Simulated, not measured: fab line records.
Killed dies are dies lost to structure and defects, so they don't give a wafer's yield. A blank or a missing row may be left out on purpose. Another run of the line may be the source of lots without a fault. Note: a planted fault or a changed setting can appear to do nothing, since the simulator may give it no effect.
fab line records | flow sky130 | part 1 of 2: steps 1 to 24 of 34
[record] lots = 5 wafers = 15 lastDay = 50
route steps=708 shown METAL3@561 VIA3@573
lots with no fault: from the same line, run without faults
startH: start of the lot's first displayed wafer, in hours after the record's first day | waitH: hours from the lot's prior step to this one | " repeats the value in the row above | L1.1+2: one row covering several wafers at once | - no value, or no start given | * or withheld: withheld | < > ~ a bound
route shown NAME@n: a module of which the file shows steps, and the number in the route of the first | usual: mean/standard deviation of fault-free wafers | same: alike in all rows | chamber/n: place in a boat | sites: each site's reading | _std_site: their standard deviation | _edge_site: the outer-site mean with the inner-site mean subtracted | radiusMm: for every site, how far away it sits from the centre of the wafer | mask NAME#n: copy n | behind: tool/chamber where the wafer was last shaped | hold: the reason the lot was held/the length of the hold in hours/how it ended | device: transistor that didn't switch, given as n, p or np | end of line: the route-end tests of the same wafers | a step without rows: its recipe alone | killed: at the first sort, the dies lost to defects and structure; wafer yield is something else | map: per-die view of a wafer (x killed, . not killed, _ where there is no die)
set.NAME: the run value of the setting; set.NAME@STEP: its run value at that earlier step | model.NAME: the simulator's own value behind a step, which no gauge read
lots seen at some steps along the route; tables by step, rows by wafer
services: a tool's chamber out of use, with start hour (startH, from the record's first day; less than 0 if before it), hours out, and reason
[[steps]]
[step SKY_METAL3_PEB_11]
[recipe] pebTempC = withheld pebTimeS = withheld resist = KrF-thick
[usual] exhaustPa = 45.1/0.9
// columns lot.wafer tool chamber startH waitH exhaustPa
L082.1 lithoTrack-01 0 - - 44.7
L082.3 " 0 " " 45.8
L082.6 " 0 " " 45.2
L087.1 lithoTrack-01 0 - - 45.1
L087.3 " 0 " " 45.0
L087.4 " 0 " " 45.8
L092.1 lithoTrack-04 0 - - 44.4
L092.3 " 0 " " 44.7
L092.4 " 0 " " 44.3
L094.4 lithoTrack-02 0 - - 44.6
L094.5 " 0 " " 44.7
L094.6 " 0 " " 45.7
L095.1 lithoTrack-01 0 - - 43.5
L095.2 " 0 " " 42.5
L095.3 " 0 " " 41.8
[step SKY_METAL3_DEVELOP_12]
[recipe] developTimeS = 60 resist = KrF-thick devTempC = 21
[usual] exhaustPa = 45.0/0.88
// columns lot.wafer tool chamber startH waitH exhaustPa
L082.1 lithoTrack-01 0 - - 45.0
L082.3 " 0 " " 45.9
L082.6 " 0 " " 45.3
L087.1 lithoTrack-01 0 - - 44.9
L087.3 " 0 " " 44.4
L087.4 " 0 " " 44.6
L092.1 lithoTrack-04 0 - - 47.0
L092.3 " 0 " " 45.4
L092.4 " 0 " " 47.0
L094.4 lithoTrack-02 0 - - 44.9
L094.5 " 0 " " 44.6
L094.6 " 0 " " 44.8
L095.1 lithoTrack-01 0 - - 44.9
L095.2 " 0 " " 45.1
L095.3 " 0 " " 44.3
[step SKY_METAL3_CD_MEAS_13]
[recipe] targetCdNm = 300
[usual] cdNm = 299.0/1.6
// columns lot.wafer tool chamber startH waitH cdNm
L082.1 cdSem-02 - 964.73 - 301.1
L082.3 " - " " 302.0
L082.6 " - " " 301.8
L087.1 cdSem-01 - 996.53 - 300.5
L087.3 " - " " 301.4
L087.4 " - " " 300.4
L092.1 cdSem-02 - 1028.04 - 300.6
L092.3 " - " " 299.8
L092.4 " - " " 300.1
L094.4 cdSem-02 - 1048.98 - 295.8
L094.5 " - " " 297.6
L094.6 " - " " 298.3
L095.1 cdSem-02 - 1050.13 - 298.4
L095.2 " - " " 298.0
L095.3 " - " " 298.8
[step SKY_METAL3_OVL_MEAS_14]
[usual] METAL3_OVL = -1/6.6
// columns lot.wafer tool chamber startH waitH METAL3_OVL[nm]
L082.1 overlay-02 - 964.85 0.1 5
L082.3 " - " " 6
L082.6 " - " " -2
L087.1 overlay-01 - 996.65 0.1 -6
L087.3 " - " " -10
L087.4 " - " " -6
L092.1 overlay-01 - 1028.16 0.1 -6
L092.3 " - " " -10
L092.4 " - " " 4
L094.4 overlay-01 - 1049.06 0.1 -3
L094.5 " - " " -5
L094.6 " - " " -2
L095.1 overlay-02 - 1050.25 0.1 2
L095.2 " - " " 6
L095.3 " - " " 3
[step SKY_METAL3_DESCUM_15]
[recipe] chemistry = O2 sourcePowerW = 150 biasPowerW = 0 pressureMtorr = 10 tempC = 40 timeS = 8
[usual] drypumpMotorCurrentA = 5.6/0.61 heBacksideLeakSccm = 3.3/0.39 oesProductAu = 1.000/0.013 rfFwdPowerW = 146.9/0.82
// columns lot.wafer tool chamber startH waitH drypumpMotorCurrentA heBacksideLeakSccm oesProductAu rfFwdPowerW rfHoursCounterH
L082.1 rieMetal-04 1 964.88 0.0 4.7 3.5 0.992 146.2 4
L082.3 " 1 " " 4.7 3.4 0.993 146.3 -
L082.6 " 1 " " 4.7 3.5 0.993 146.0 -
L087.1 rieMetal-04 1 996.68 0.0 4.7 3.3 0.990 146.5 6
L087.3 " 1 " " 4.7 3.3 0.992 146.5 -
L087.4 " 0 " " 5.1 3.4 1.004 146.7 -
L092.1 rieMetal-01 0 1028.20 0.0 5.9 3.1 0.990 148.1 15
L092.3 " 1 " " 6.5 3.1 1.024 146.4 -
L092.4 " 0 " " 5.9 3.2 0.987 148.9 -
L094.4 rieMetal-01 0 1049.09 0.0 5.9 3.1 0.996 149.4 -
L094.5 " 1 " " 6.5 3.1 1.026 146.3 -
L094.6 " 0 " " 5.9 3.2 0.989 148.2 -
L095.1 rieMetal-01 1 1050.28 0.0 6.5 3.0 1.028 146.8 15
L095.2 " 0 " " 5.9 3.2 0.991 148.2 16
L095.3 " 1 " " 6.5 3.2 1.023 146.2 -
[step SKY_METAL3_ETCH_16]
[recipe] chemistry = N2/H2 target = BARC ionEnergyEv = 200 biasW = 100 pressureMtorr = 30 n2FlowSccm = 100 h2FlowSccm = 200 icpW = 500 stopOn = SiO2 timeS = 88.2 targetDepthA = 600
[usual] drypumpMotorCurrentA = 5.6/0.61 h2FlowSccm = 200.0/0.58 heBacksideLeakSccm = 3.26/0.2 oesProductAu = 0.625/0.0047 rfFwdPowerW = 496.2/1.8 throttleValvePct = 13.206/0.008
// columns lot.wafer tool chamber startH waitH drypumpMotorCurrentA h2FlowSccm heBacksideLeakSccm oesProductAu rfFwdPowerW rfHoursCounterH throttleValvePct
L082.1 rieMetal-04 1 964.92 0.0 4.8 199.9 3.34 0.632 493.3 4 13.198
L082.3 " 1 " " 4.8 200.5 3.41 0.626 493.3 - 13.203
L082.6 " 1 " " 4.8 200.1 3.44 0.622 493.4 - 13.216
L087.1 rieMetal-04 1 996.72 0.0 4.8 200.2 3.41 0.627 496.7 6 13.200
L087.3 " 1 " " 4.7 200.3 3.40 0.630 494.4 - 13.203
L087.4 " 0 " " 5.1 199.8 3.55 0.621 496.3 - 13.200
L092.1 rieMetal-01 0 1028.23 0.0 5.9 199.9 3.04 0.622 500.8 15 13.209
L092.3 " 1 " " 6.5 200.3 3.04 0.626 495.0 - 13.200
L092.4 " 0 " " 5.9 199.7 3.10 0.634 497.1 - 13.209
L094.4 rieMetal-01 0 1049.14 0.0 5.9 199.9 3.03 0.626 497.6 - 13.211
L094.5 " 1 " " 6.5 199.0 3.14 0.621 495.8 - 13.197
L094.6 " 0 " " 6.0 199.9 3.09 0.624 497.9 - 13.207
L095.1 rieMetal-01 1 1050.32 0.0 6.5 200.5 3.17 0.633 495.9 15 13.214
L095.2 " 0 " " 5.9 201.3 3.30 0.623 499.7 16 13.205
L095.3 " 1 " " 6.5 199.9 3.15 0.625 496.2 - 13.211
[step SKY_METAL3_ETCH_17]
[recipe] target = SiO2 stopOn = TiN chemistry = C4F8/O2/Ar sourceW = 1500 biasW = 1200 pressureMtorr = 40 c4f8FlowSccm = withheld O2_flow_sccm = 6 Ar_flow_sccm = 300 timeS = 3.9 targetDepthA = 150
[usual] oesProductAu = 0.754/0.0072 rfFwdPowerW = 1468/6.5
// columns lot.wafer tool chamber startH waitH oesProductAu rfFwdPowerW rfHoursCounterH
L082.1 rieDiel-02 2 965.01 0.1 0.735 1467 4
L082.3 " 3 " " 0.749 1482 16
L082.6 " 1 " " 0.749 1463 -
L087.1 rieDiel-01 1 996.81 0.1 0.750 1464 11
L087.3 " 2 " " 0.755 1459 6
L087.4 " 0 " " 0.765 1474 18
L092.1 rieDiel-02 0 1028.33 0.1 0.759 1472 20
L092.3 " 1 " " 0.756 1463 12
L092.4 " 2 " " 0.750 1459 7
L094.4 rieDiel-02 1 1049.21 0.0 0.751 1456 13
L094.5 " 0 " " 0.759 1461 -
L094.6 " 1 " " 0.747 1461 -
L095.1 rieDiel-01 2 1050.41 0.1 0.750 1462 7
L095.2 " 1 " " 0.745 1469 13
L095.3 " 3 " " 0.744 1467 19
[step SKY_METAL3_METAL_ETCH_18]
[recipe] targetDepthA = 8450 stopOn = SiO2 overEtchFrac = 0.3 timeS = 183.1 chemistry = Cl2/BCl3 resistSidewallDeg = 88 pressureMtorr = 10 icpW = 900 biasW = 48.5 Cl2_flow_sccm = 60 bcl3FlowSccm = 30
[usual] drypumpMotorCurrentA = 5.5/0.56 heBacksideLeakSccm = 3.30/0.28 oesProductAu = 0.866/0.0063 rfFwdPowerW = 895/3.2 throttleValvePct = 22.264/0.009
[same] overEtchFrac = 0.3
// columns lot.wafer tool chamber startH waitH drypumpMotorCurrentA heBacksideLeakSccm oesProductAu rfFwdPowerW rfHoursCounterH throttleValvePct
L082.1 rieMetal-03 1 965.03 0.0 5.8 3.06 0.863 895 16 22.249
L082.3 " 1 " " 5.8 3.13 0.865 890 - 22.264
L082.6 " 0 " " 5.6 3.27 0.861 891 - 22.239
L087.1 rieMetal-03 0 996.83 0.0 5.6 3.27 0.859 898 10 22.267
L087.3 " 1 " " 5.9 3.05 0.878 896 - 22.268
L087.4 " 0 " " 5.6 3.39 0.868 900 - 22.254
L092.1 rieMetal-03 0 1028.35 0.0 5.6 3.38 0.864 894 12 22.271
L092.3 " 1 " " 5.8 3.18 0.873 897 - 22.259
L092.4 " 0 " " 5.6 3.35 0.871 895 - 22.270
L094.4 rieMetal-04 0 1049.29 0.1 5.1 3.66 0.861 900 - 22.265
L094.5 " 1 " " 4.7 3.37 0.868 895 - 22.266
L094.6 " 0 " " 5.1 3.55 0.874 894 - 22.265
L095.1 rieMetal-04 0 1050.43 0.0 5.1 3.45 0.865 894 13 22.266
L095.2 " 1 " " 4.7 3.58 0.859 893 9 22.263
L095.3 " 1 " " 4.7 3.47 0.864 891 - 22.278
[step SKY_METAL3_STRIP_19]
[recipe] chemistry = O2/N2 powerW = 1400 pressureMtorr = 1500 platenTempC = withheld o2FlowSccm = 3000 n2FlowSccm = 300 overashFraction = 0.5
[usual] drypumpMotorCurrentA = 6.0/0.42 oesProductAu = 0.503/0.0067 stripTimeToEndpointS = 6.55/0.11
// columns lot.wafer tool chamber startH waitH drypumpMotorCurrentA oesProductAu rfHoursCounterH stripTimeToEndpointS
L082.1 plasmaAsher-02 0 965.21 0.1 6.4 0.497 22 6.45
L082.3 " 1 " " 5.1 0.494 - 6.43
L082.6 " 1 " " 5.1 0.498 - 6.63
L087.1 plasmaAsher-04 0 997.01 0.1 6.1 0.513 83 6.62
L087.3 " 1 " " 6.3 0.501 - 6.54
L087.4 " 0 " " 6.2 0.508 - 6.64
L092.1 plasmaAsher-01 1 1028.52 0.1 5.9 0.510 122 6.63
L092.3 " 1 " " 6.0 0.502 - 6.57
L092.4 " 0 " " 6.1 0.510 - 6.65
L094.4 plasmaAsher-02 1 1049.44 0.1 5.1 0.508 - 6.53
L094.5 " 0 " " 6.4 0.502 - 6.66
L094.6 " 1 " " 5.1 0.490 - 6.51
L095.1 plasmaAsher-01 0 1050.61 0.1 6.2 0.499 125 6.55
L095.2 " 1 " " 6.0 0.499 125 6.65
L095.3 " 0 " " 6.1 0.513 - 6.64
[step SKY_METAL3_STRIP_20]
[recipe] chemistry = postEtchResidueRemover timeS = 1200 tempC = 72.5
// columns lot.wafer tool chamber startH waitH
L082.1+3+6 wetBench-04 0 965.31 0.1
L087.1+3+4 wetBench-03 0 997.11 0.1
L092.1+3+4 wetBench-03 2 1028.62 0.1
L094.4+5+6 wetBench-03 3 1049.51 0.0
L095.1+2+3 wetBench-01 3 1050.71 0.1
[step SKY_METAL3_CLEAN_21]
[recipe] chemistry = IPA timeS = 180 tempC = 25
// columns lot.wafer tool chamber startH waitH
L082.1+3+6 wetBench-03 1 965.65 0.0
L087.1+3+4 wetBench-01 3 997.48 0.0
L092.1+3+4 wetBench-04 0 1029.00 0.0
L094.4+5+6 wetBench-04 3 1049.85 0.0
L095.1+2+3 wetBench-01 3 1051.05 0.0
[step SKY_METAL3_CLEAN_22]
[recipe] chemistry = O3/DIW dry = n2Spin
// columns lot.wafer tool chamber startH waitH
L082.1+3+6 wetBench-01 3 965.71 0.0
L087.1+3+4 wetBench-03 2 997.55 0.0
L092.1+3+4 wetBench-01 3 1029.05 0.0
L094.4+5+6 wetBench-01 0 1049.91 0.0
L095.1+2+3 wetBench-03 3 1051.11 0.0
[step SKY_VIA3_HDPCVD_00]
[recipe] material = SiO2 targetThkNm = 1635 sigmaOpenFrac = 0.3 timeS = 272.5 tempC = 400 sih4FlowSccm = 60 pressureMtorr = 6
[usual] pressureMtorr = 5.999/0.013
// columns lot.wafer tool chamber startH waitH pressureMtorr
L082.1 hdpcvd-02 2 965.91 0.0 6.007
L082.3 " 1 " " 6.013
L082.6 " 1 " " 6.008
L087.1 hdpcvd-02 0 997.65 0.0 6.017
L087.3 " 2 " " 5.988
L087.4 " 1 " " 6.025
L092.1 hdpcvd-02 0 1029.16 0.0 5.999
L092.3 " 1 " " 5.975
L092.4 " 2 " " 6.001
L094.4 hdpcvd-02 0 1050.09 0.1 5.994
L094.5 " 2 " " 5.994
L094.6 " 1 " " 6.007
L095.1 hdpcvd-02 2 1051.20 0.0 5.996
L095.2 " 0 " " 6.012
L095.3 " 1 " " 6.007
[step SKY_VIA3_THK_MEAS_01]
[recipe] reads = SiO2_of_VIA3_HDPCVD_00
[usual] VIA3_HDPCVD_THK = 1627/20
// columns lot.wafer tool chamber startH waitH VIA3_HDPCVD_THK[nm]
L082.1 filmMetro-04 - 966.08 0.1 1649
L082.3 " - " " 1637
L082.6 " - " " 1640
L087.1 filmMetro-02 - 997.81 0.1 1608
L087.3 " - " " 1614
L087.4 " - " " 1577
L092.1 filmMetro-02 - 1029.33 0.1 1621
L092.3 " - " " 1590
L092.4 " - " " 1625
L094.4 filmMetro-04 - 1050.20 0.0 1599
L094.5 " - " " 1599
L094.6 " - " " 1576
L095.1 filmMetro-02 - 1051.37 0.1 1604
L095.2 " - " " 1604
L095.3 " - " " 1576
[step SKY_VIA3_CMP_02]
[recipe] material = SiO2 downForcePsi = 4 platenRpm = 60 padVelocityMS = 0.94248
[usual] motorCurrentA = 12.5/1.5
// columns lot.wafer tool chamber startH waitH motorCurrentA
L082.3 cmp-02 1 966.24 0.1 10.0
L082.1 " 2 " " 12.6
L082.6 " 3 " " 13.0
L087.3 cmp-01 0 997.87 0.0 15.5
L087.1 " 1 " " 11.7
L087.4 " 3 " " 11.4
L092.4 cmp-02 2 1029.44 0.1 13.2
L092.3 " 3 " " 12.9
L092.1 " 0 " " 13.9
L094.4 cmp-01 1 1050.28 0.1 12.1
L094.6 " 0 " " 14.8
L094.5 " 1 " " 12.0
L095.3 cmp-02 0 1051.43 0.0 14.0
L095.2 " 2 " " 12.8
L095.1 " 3 " " 13.6
[step SKY_VIA3_BOW_MEAS_03]
[recipe] mode = bow
[usual] VIA3_BOW = 81/7.5
// columns lot.wafer tool chamber startH waitH VIA3_BOW[um]
L082.1 filmMetro-04 - 966.44 0.1 91
L082.3 " - " " 91
L082.6 " - " " 93
L087.1 filmMetro-03 - 998.17 0.2 75
L087.3 " - " " 79
L087.4 " - " " 85
L092.1 filmMetro-02 - 1029.69 0.1 85
L092.3 " - " " 82
L092.4 " - " " 94
L094.4 filmMetro-02 - 1050.59 0.3 86
L094.5 " - " " 83
L094.6 " - " " 85
L095.1 filmMetro-04 - 1051.73 0.1 81
L095.2 " - " " 76
L095.3 " - " " 69
[step SKY_VIA3_DEHYDRATE_04]
[recipe] tempC = 200 timeS = 60
[usual] exhaustPa = 45.1/0.91
// columns lot.wafer tool chamber startH waitH exhaustPa
L082.1 lithoTrack-03 0 977.70 11.2 45.6
L082.3 " 0 " " 44.8
L082.6 " 0 " " 45.2
L087.1 lithoTrack-02 0 1007.92 9.7 44.7
L087.3 " 0 " " 44.9
L087.4 " 0 " " 45.8
L092.1 lithoTrack-04 0 1040.24 10.5 45.6
L092.3 " 0 " " 45.9
L092.4 " 0 " " 45.1
L094.4 lithoTrack-03 0 1060.02 9.4 44.1
L094.5 " 0 " " 45.0
L094.6 " 0 " " 44.6
L095.1 lithoTrack-03 0 1061.55 9.8 44.1
L095.2 " 0 " " 46.0
L095.3 " 0 " " 45.6
[step SKY_VIA3_HMDS_05]
[recipe] primeTimeS = 60 primeTempC = 120
[usual] exhaustPa = 45.2/0.77
// columns lot.wafer tool chamber startH waitH exhaustPa
L082.1 lithoTrack-03 0 977.85 0.1 46.1
L082.3 " 0 " " 46.1
L082.6 " 0 " " 45.4
L087.1 lithoTrack-02 0 1008.07 0.1 44.9
L087.3 " 0 " " 45.7
L087.4 " 0 " " 44.9
L092.1 lithoTrack-04 0 1040.39 0.1 45.7
L092.3 " 0 " " 43.7
L092.4 " 0 " " 45.5
L094.4 lithoTrack-03 0 1060.17 0.1 44.4
L094.5 " 0 " " 45.5
L094.6 " 0 " " 45.6
L095.1 lithoTrack-03 0 1061.70 0.1 45.0
L095.2 " 0 " " 45.4
L095.3 " 0 " " 44.6
[step SKY_VIA3_COAT_06]
[recipe] resist = BARC tempC = withheld timeS = withheld spinRpm = 3000 resistThkNm = 60
[usual] exhaustPa = 45.1/0.88
// columns lot.wafer tool chamber startH waitH exhaustPa
L082.1 lithoTrack-03 0 978.00 0.1 44.4
L082.3 " 0 " " 44.0
L082.6 " 0 " " 44.6
L087.1 lithoTrack-02 0 1008.22 0.1 45.5
L087.3 " 0 " " 45.7
L087.4 " 0 " " 45.6
L092.1 lithoTrack-04 0 1040.54 0.1 44.4
L092.3 " 0 " " 46.9
L092.4 " 0 " " 44.4
L094.4 lithoTrack-03 0 1060.32 0.1 45.2
L094.5 " 0 " " 45.1
L094.6 " 0 " " 46.2
L095.1 lithoTrack-03 0 1061.85 0.1 47.2
L095.2 " 0 " " 46.5
L095.3 " 0 " " 46.1
[step SKY_VIA3_COAT_07]
[recipe] resist = KrF-thick spinRpm = 3000 resistThkNm = 450
[usual] exhaustPa = 45.0/1
// columns lot.wafer tool chamber startH waitH exhaustPa
L082.1 lithoTrack-03 0 - - 45.7
L082.3 " 0 " " 44.1
L082.6 " 0 " " 45.7
L087.1 lithoTrack-02 0 - - 45.8
L087.3 " 0 " " 44.9
L087.4 " 0 " " 44.3
L092.1 lithoTrack-04 0 - - 44.5
L092.3 " 0 " " 44.3
L092.4 " 0 " " 44.6
L094.4 lithoTrack-03 0 - - 45.3
L094.5 " 0 " " 45.1
L094.6 " 0 " " 47.0
L095.1 lithoTrack-03 0 - - 44.9
L095.2 " 0 " " 44.3
L095.3 " 0 " " 45.7
[step SKY_VIA3_SOFTBAKE_08]
[recipe] tempC = 100 timeS = 90 resist = KrF-thick
[usual] exhaustPa = 44.9/0.94
// columns lot.wafer tool chamber startH waitH exhaustPa
L082.1 lithoTrack-03 0 - - 44.7
L082.3 " 0 " " 43.8
L082.6 " 0 " " 43.6
L087.1 lithoTrack-02 0 - - 43.7
L087.3 " 0 " " 44.9
L087.4 " 0 " " 45.1
L092.1 lithoTrack-04 0 - - 46.3
L092.3 " 0 " " 46.1
L092.4 " 0 " " 44.8
L094.4 lithoTrack-03 0 - - 43.9
L094.5 " 0 " " 44.2
L094.6 " 0 " " 43.2
L095.1 lithoTrack-03 0 - - 47.1
L095.2 " 0 " " 45.8
L095.3 " 0 " " 45.3
[step SKY_VIA3_EXPOSE_09]
[recipe] maskId = VIM3 na = 0.8 sourceShape = annular sigmaInner = 0.55 sigmaOuter = 0.85 targetCdNm = 200 doseMj = 38
[same] sigmaOuter = 0.85
// columns lot.wafer tool chamber startH waitH mask
L082.1+3+6 krfScanner-02 0 - - VIM3#0
L087.1+3+4 krfScanner-01 0 - - VIM3#0
L092.1+3+4 krfScanner-02 0 - - VIM3#0
L094.4+5+6 krfScanner-02 0 - - VIM3#0
L095.1+2+3 krfScanner-01 0 - - VIM3#0
[step SKY_VIA3_PEB_10]
[recipe] pebTempC = withheld pebTimeS = withheld resist = KrF-thick
[usual] exhaustPa = 45.0/0.84
// columns lot.wafer tool chamber startH waitH exhaustPa
L082.1 lithoTrack-04 0 - - 44.1
L082.3 " 0 " " 44.4
L082.6 " 0 " " 43.7
L087.1 lithoTrack-04 0 - - 44.9
L087.3 " 0 " " 45.0
L087.4 " 0 " " 43.9
L092.1 lithoTrack-04 0 - - 45.2
L092.3 " 0 " " 46.0
L092.4 " 0 " " 44.3
L094.4 lithoTrack-03 0 - - 44.9
L094.5 " 0 " " 45.4
L094.6 " 0 " " 45.1
L095.1 lithoTrack-03 0 - - 45.7
L095.2 " 0 " " 44.8
L095.3 " 0 " " 45.9
[step SKY_VIA3_DEVELOP_11]
[recipe] developTimeS = 60 resist = KrF-thick devTempC = 21
[usual] exhaustPa = 45.2/0.86
// columns lot.wafer tool chamber startH waitH exhaustPa
L082.1 lithoTrack-04 0 - - 45.5
L082.3 " 0 " " 45.3
L082.6 " 0 " " 46.6
L087.1 lithoTrack-04 0 - - 45.8
L087.3 " 0 " " 45.4
L087.4 " 0 " " 45.8
L092.1 lithoTrack-04 0 - - 45.3
L092.3 " 0 " " 44.4
L092.4 " 0 " " 45.1
L094.4 lithoTrack-03 0 - - 45.0
L094.5 " 0 " " 43.9
L094.6 " 0 " " 45.5
L095.1 lithoTrack-03 0 - - 43.9
L095.2 " 0 " " 44.5
L095.3 " 0 " " 44.8
